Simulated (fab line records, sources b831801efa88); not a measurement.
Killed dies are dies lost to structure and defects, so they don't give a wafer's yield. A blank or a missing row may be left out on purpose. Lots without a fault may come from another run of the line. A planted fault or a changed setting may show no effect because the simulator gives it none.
Which tool did it? | flow sky130 | 24 lots, 72 wafers sampled, at 5 steps of a route of 708

WHAT THE GAUGES READ, wafer by wafer
SKY_LI_CONTACT_THK_MEAS_23: measures by xrf. Usual: LI_CONTACT_W_THK 403 nm, standard deviation 5.1.
lot  | measured     | on            | LI_CONTACT_W_THK (nm) | flag
L074 | day 29 12:50 | film_metro-03 | 405 402 400           |
L075 | day 29 14:32 | film_metro-01 | 392 401 397           |
L076 | day 29 17:30 | film_metro-01 | 391 395 396           |
L077 | day 30 04:21 | film_metro-01 | 403 406 400           |
L078 | day 30 11:01 | film_metro-01 | 407 404 407           |
L079 | day 30 21:47 | film_metro-03 | 401 408 400           |
L080 | day 31 01:22 | film_metro-03 | 399 394 396           |
L081 | day 31 13:56 | film_metro-01 | 404 396 396           |
L082 | day 31 22:58 | film_metro-04 | 395 399 401           |
L083 | day 32 11:10 | film_metro-04 | 403 401 398           |
L084 | day 32 11:56 | film_metro-04 | 400 401 399           |
L085 | day 32 22:12 | film_metro-01 | 408 410 407           |
L086 | day 33 05:20 | film_metro-03 | 408 404 409           |
L087 | day 34 14:29 | film_metro-01 | 405 405 402           |
L088 | day 34 15:04 | film_metro-04 | 407 407 404           |
L089 | day 34 15:26 | film_metro-03 | 413 409 410           |
L090 | day 34 16:22 | film_metro-04 | 403 397 407           |
L091 | day 34 17:56 | film_metro-03 | 405 406 414           |
L092 | day 34 19:40 | film_metro-01 | 408 410 410           |
L093 | day 34 21:47 | film_metro-01 | 405 409 404           |
L094 | day 35 08:52 | film_metro-03 | 412 408 402           |
L095 | day 35 21:47 | film_metro-04 | 405 401 407           |
L096 | day 36 09:50 | film_metro-03 | 412 409 409           |
L097 | day 36 10:57 | film_metro-01 | 391 399 399           |

SKY_VIA2_THK_MEAS_01. Usual: VIA2_HDPCVD_THK 1186 nm, standard deviation 11.
lot  | measured     | on            | VIA2_HDPCVD_THK (nm) | flag
L074 | day 35 11:32 | film_metro-02 | 1179 1163 1184       |
L075 | day 35 13:16 | film_metro-04 | 1179 1170 1170       |
L076 | day 35 15:47 | film_metro-04 | 1210 1213 1203       |
L077 | day 36 03:23 | film_metro-01 | 1185 1191 1179       |
L078 | day 36 11:09 | film_metro-04 | 1200 1198 1185       |
L079 | day 36 17:55 | film_metro-01 | 1186 1182 1173       |
L080 | day 36 23:02 | film_metro-04 | 1179 1184 1184       |
L081 | day 37 10:07 | film_metro-01 | 1201 1214 1187       |
L082 | day 37 18:04 | film_metro-01 | 1193 1179 1174       |
L083 | day 38 07:44 | film_metro-01 | 1182 1177 1194       |
L084 | day 38 07:53 | film_metro-04 | 1187 1173 1181       |
L085 | day 38 18:31 | film_metro-04 | 1183 1183 1182       |
L086 | day 38 23:23 | film_metro-01 | 1184 1202 1199       |
L087 | day 40 06:17 | film_metro-01 | 1190 1184 1199       |
L088 | day 40 07:26 | film_metro-01 | 1190 1179 1186       |
L089 | day 40 07:47 | film_metro-01 | 1173 1184 1169       |
L090 | day 40 08:03 | film_metro-04 | 1184 1183 1199       |
L091 | day 40 08:23 | film_metro-02 | 1201 1191 1198       |
L092 | day 40 11:08 | film_metro-04 | 1188 1190 1191       |
L093 | day 40 14:05 | film_metro-02 | 1181 1171 1183       |
L094 | day 40 23:41 | film_metro-01 | 1187 1175 1178       |
L095 | day 41 11:55 | film_metro-04 | 1183 1170 1187       |
L096 | day 41 20:50 | film_metro-02 | 1195 1193 1202       |
L097 | day 41 22:22 | film_metro-04 | 1180 1179 1168       |

SKY_VIA2_BOW_MEAS_03. Usual: VIA2_BOW 85 um, standard deviation 7.4.
lot  | measured     | on            | VIA2_BOW (um) | flag
L074 | day 35 11:54 | film_metro-04 | 87 83 87      |
L075 | day 35 13:37 | film_metro-04 | 95 80 82      |
L076 | day 35 16:09 | film_metro-01 | 69 91 88      |
L077 | day 36 03:46 | film_metro-04 | 79 93 89      |
L078 | day 36 11:31 | film_metro-01 | 79 81 90      |
L079 | day 36 18:18 | film_metro-01 | 73 77 83      |
L080 | day 36 23:41 | film_metro-04 | 103 94 95     |
L081 | day 37 10:29 | film_metro-02 | 74 89 83      |
L082 | day 37 18:25 | film_metro-01 | 87 88 89      |
L083 | day 38 08:08 | film_metro-02 | 86 86 94      |
L084 | day 38 08:15 | film_metro-01 | 88 91 72      |
L085 | day 38 18:53 | film_metro-01 | 74 74 89      |
L086 | day 38 23:45 | film_metro-04 | 76 90 88      |
L087 | day 40 06:39 | film_metro-02 | 85 73 81      |
L088 | day 40 07:49 | film_metro-02 | 87 88 86      |
L089 | day 40 08:09 | film_metro-01 | 90 88 89      |
L090 | day 40 08:25 | film_metro-04 | 93 89 97      |
L091 | day 40 08:45 | film_metro-01 | 84 98 95      |
L092 | day 40 11:29 | film_metro-01 | 82 79 92      |
L093 | day 40 14:35 | film_metro-01 | 80 87 84      |
L094 | day 41 00:03 | film_metro-02 | 87 82 97      |
L095 | day 41 12:16 | film_metro-01 | 62 71 79      |
L096 | day 41 21:12 | film_metro-02 | 85 85 85      |
L097 | day 41 22:44 | film_metro-01 | 82 81 89      |

WHICH TOOL RAN EACH LOT (tool, then ch and the chambers of the sampled wafers, then the start)
lot  | SKY_CONTACT_ETCH_16                | SKY_METAL2_DESCUM_17
L074 | rie_diel-01 ch 1,3, day 31 22:31   | rie_metal-04 ch 0, day 35 10:34
L075 | rie_diel-04 ch 2,3, day 31 23:38   | rie_metal-03 ch 0,1, day 35 11:59
L076 | rie_diel-03 ch 1,2,3, day 32 03:22 | rie_metal-03 ch 0,1, day 35 14:52
L077 | rie_diel-01 ch 2,3, day 32 13:55   | rie_metal-04 ch 0,1, day 36 02:25
L078 | rie_diel-01 ch 0,1,2, day 32 20:25 | rie_metal-03 ch 0, day 36 10:04
L079 | rie_diel-01 ch 0,3, day 33 05:46   | rie_metal-01 ch 0, day 36 16:49
L080 | rie_diel-04 ch 0,2,3, day 33 10:16 | rie_metal-01 ch 0,1, day 36 22:08
L081 | rie_diel-03 ch 1,2,3, day 33 20:46 | rie_metal-01 ch 0,1, day 37 09:10
L082 | rie_diel-04 ch 0, day 34 05:34     | rie_metal-03 ch 0, day 37 17:04
L083 | rie_diel-04 ch 0,1,3, day 34 19:25 | rie_metal-04 ch 1, day 38 06:39
L084 | rie_diel-03 ch 1,2,3, day 34 19:49 | rie_metal-03 ch 0,1, day 38 06:58
L085 | rie_diel-03 ch 0,2,3, day 35 06:38 | rie_metal-04 ch 1, day 38 17:00
L086 | rie_diel-03 ch 0,3, day 35 11:46   | rie_metal-01 ch 0,1, day 38 22:28
L087 | rie_diel-03 ch 0,1, day 36 21:25   | rie_metal-03 ch 0,1, day 40 05:22
L088 | rie_diel-01 ch 1,2,3, day 36 21:31 | rie_metal-04 ch 0,1, day 40 06:31
L089 | rie_diel-04 ch 0,1,3, day 36 21:47 | rie_metal-03 ch 0,1, day 40 06:52
L090 | rie_diel-03 ch 1,2,3, day 36 22:55 | rie_metal-01 ch 0,1, day 40 07:07
L091 | rie_diel-04 ch 0,1,2, day 36 23:52 | rie_metal-04 ch 0,1, day 40 07:28
L092 | rie_diel-04 ch 0,1,2, day 37 01:46 | rie_metal-03 ch 0,1, day 40 10:13
L093 | rie_diel-04 ch 0,3, day 37 04:59   | rie_metal-04 ch 0,1, day 40 13:10
L094 | rie_diel-04 ch 0,1,2, day 37 15:40 | rie_metal-04 ch 0,1, day 40 22:47
L095 | rie_diel-04 ch 0,1, day 38 03:23   | rie_metal-04 ch 0,1, day 41 10:56
L096 | rie_diel-01 ch 0,1,2, day 38 15:31 | rie_metal-04 ch 1, day 41 19:55
L097 | rie_diel-03 ch 0,2,3, day 38 16:04 | rie_metal-01 ch 1, day 41 21:11
- SKY_CONTACT_ETCH_16: etches BARC in N2/H2, stops on SiO2, time 45.9 s, target depth 60 nm.
- SKY_METAL2_DESCUM_17: chemistry O2, time 8 s.

WHAT THE TOOLS THEMSELVES READ (means of the sampled wafers that have a number; where no wafer has one, the mark that the record gives instead)
SKY_CONTACT_ETCH_16. Usual: drypump_motor_current_A 5.6 A, standard deviation 0.49; oes_product_au 0.854 a.u., standard deviation 0.0049; rf_fwd_power_W 494.2 W, standard deviation 2.2; throttle_valve_pct 13.223 %, standard deviation 0.0094.
lot  | tool        | drypump_motor_current_A (A) | oes_product_au (a.u.) | rf_fwd_power_W (W) | throttle_valve_pct (%) | flag
L074 | rie_diel-01 | 5.9                         | 0.857                 | 493.9              | 13.226                 |
L075 | rie_diel-04 | 6.0                         | 0.854                 | 493.7              | 13.229                 |
L076 | rie_diel-03 | 5.6                         | 0.857                 | 494.1              | 13.227                 |
L077 | rie_diel-01 | 5.9                         | 0.855                 | 495.3              | 13.223                 |
L078 | rie_diel-01 | 5.5                         | 0.855                 | 495.1              | 13.224                 |
L079 | rie_diel-01 | 5.8                         | 0.854                 | 496.4              | 13.225                 |
L080 | rie_diel-04 | 6.0                         | 0.847                 | 495.6              | 13.217                 |
L081 | rie_diel-03 | 5.6                         | 0.853                 | 494.0              | 13.210                 |
L082 | rie_diel-04 | 5.7                         | 0.859                 | 494.1              | 13.224                 |
L083 | rie_diel-04 | 5.6                         | 0.850                 | 494.7              | 13.221                 |
L084 | rie_diel-03 | 5.6                         | 0.858                 | 493.5              | 13.227                 |
L085 | rie_diel-03 | 5.5                         | 0.850                 | 494.1              | 13.219                 |
L086 | rie_diel-03 | 5.0                         | 0.855                 | 494.4              | 13.232                 |
L087 | rie_diel-03 | 4.7                         | 0.853                 | 496.5              | 13.228                 |
L088 | rie_diel-01 | 5.8                         | 0.854                 | 495.1              | 13.232                 |
L089 | rie_diel-04 | 5.6                         | 0.859                 | 494.1              | 13.218                 |
L090 | rie_diel-03 | 5.6                         | 0.851                 | 493.2              | 13.230                 |
L091 | rie_diel-04 | 5.7                         | 0.854                 | 493.8              | 13.223                 |
L092 | rie_diel-04 | 5.7                         | 0.852                 | 492.2              | 13.226                 |
L093 | rie_diel-04 | 5.8                         | 0.853                 | 494.6              | 13.227                 |
L094 | rie_diel-04 | 5.7                         | 0.851                 | 493.4              | 13.220                 |
L095 | rie_diel-04 | 5.3                         | 0.855                 | 492.9              | 13.224                 |
L096 | rie_diel-01 | 5.6                         | 0.850                 | 494.0              | 13.220                 |
L097 | rie_diel-03 | 5.5                         | 0.855                 | 493.9              | 13.228                 |

SKY_METAL2_DESCUM_17. Usual: drypump_motor_current_A 6.0 A, standard deviation 0.44; oes_product_au 1.001 a.u., standard deviation 0.0083; rf_fwd_power_W 146.8 W, standard deviation 0.59.
lot  | tool         | drypump_motor_current_A (A) | oes_product_au (a.u.) | rf_fwd_power_W (W) | flag
L074 | rie_metal-04 | 5.8                         | 1.007                 | 146.5              |
L075 | rie_metal-03 | 5.4                         | 1.000                 | 146.9              |
L076 | rie_metal-03 | 5.5                         | 0.999                 | 145.6              |
L077 | rie_metal-04 | 6.3                         | 1.001                 | 147.1              |
L078 | rie_metal-03 | 5.6                         | 1.000                 | 146.2              |
L079 | rie_metal-01 | 6.4                         | 0.991                 | 146.6              |
L080 | rie_metal-01 | 6.3                         | 0.992                 | 147.1              |
L081 | rie_metal-01 | 6.3                         | 0.995                 | 147.3              |
L082 | rie_metal-03 | 5.6                         | 0.998                 | 146.6              |
L083 | rie_metal-04 | 6.5                         | 0.998                 | 147.1              |
L084 | rie_metal-03 | 5.5                         | 1.009                 | 146.2              |
L085 | rie_metal-04 | 6.6                         | 1.003                 | 147.3              |
L086 | rie_metal-01 | 6.3                         | 0.993                 | 147.1              |
L087 | rie_metal-03 | 5.4                         | 1.009                 | 146.5              |
L088 | rie_metal-04 | 6.3                         | 0.998                 | 146.9              |
L089 | rie_metal-03 | 5.5                         | 0.998                 | 147.0              |
L090 | rie_metal-01 | 6.3                         | 0.990                 | 147.2              |
L091 | rie_metal-04 | 6.0                         | 0.999                 | 146.4              |
L092 | rie_metal-03 | 5.5                         | 1.008                 | 146.4              |
L093 | rie_metal-04 | 6.1                         | 1.009                 | 147.0              |
L094 | rie_metal-04 | 6.3                         | 1.004                 | 147.3              |
L095 | rie_metal-04 | 6.1                         | 1.008                 | 146.9              |
L096 | rie_metal-04 | 6.6                         | 1.005                 | 147.5              |
L097 | rie_metal-01 | 6.2                         | 0.992                 | 147.2              |

THE ANSWER, worked out from the rows above alone
Rule: a lot is off if the mean of its wafers that have a number lies more than 3 standard deviations from the usual mean. A lot without any number at a reading at which 4 lots or more have one is off too. The other lots that the step has rows for count as sound. The gauges are gone through in route order, then the tools' own readings, and for those a lot's mean is taken as printed above. The first step at which some lot is off is used, and at that step the reading that is off furthest; a lot without a number counts as furthest.
No lot is off at any reading shown: from this, nothing can be told.

WHAT THE SIMULATOR HAD PUT IN
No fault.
